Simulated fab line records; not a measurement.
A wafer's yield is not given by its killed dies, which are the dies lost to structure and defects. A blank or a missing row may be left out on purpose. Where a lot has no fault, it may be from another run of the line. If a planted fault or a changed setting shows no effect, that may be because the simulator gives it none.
Chamber matching -- flow sky130 -- SKY_POLY_CUT_ETCH_10 on rie-diel-03 has 4 sister chambers
The step etches BARC in N2/H2, stops on SiO2, time 45.9 s, target depth 60 nm. 4 wafers are shown with their chamber, then 7 later ones without.

== WAFERS WITH THEIR CHAMBER ==
wafer,chamber,throttle-valve-pct (%)
L561.1,0,13.247
L563.6,2,13.223
L572.2,3,13.215
L572.3,1,13.227

== WAFERS WITH NO CHAMBER GIVEN ==
wafer,throttle-valve-pct (%)
L572.6,13.248
L575.3,13.215
L575.5,13.214
L575.6,13.223
L578.2,13.221
L578.4,13.225
L578.5,13.214

== THE CHAMBER EACH PASSED THROUGH ==
wafer,from the rows above,in truth
L572.6,0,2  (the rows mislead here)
L575.3,3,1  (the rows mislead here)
L575.5,3,3
L575.6,2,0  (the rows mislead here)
L578.2,2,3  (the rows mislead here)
L578.4,can't be placed: 2 or 1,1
L578.5,3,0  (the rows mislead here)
Correctly placed: 1 of 7. Can't be placed from these rows: 1 (the true chamber is among the candidates in 1). Wrongly placed: 5.
How it was worked out, from the rows above alone: a wafer's distance from a chamber is the root of the sum, over the readings, of the square of ((its reading less the chamber's mean) divided by the reading's scatter). If the next closest chamber is less than 2 further off than the closest, the wafer can't be placed; otherwise it belongs to the closest. The mean given for a chamber averages the wafers shown for that chamber. The scatter: with one shown wafer a chamber, the root of the mean of the squares of how far each hidden wafer lies from its nearest shown one.
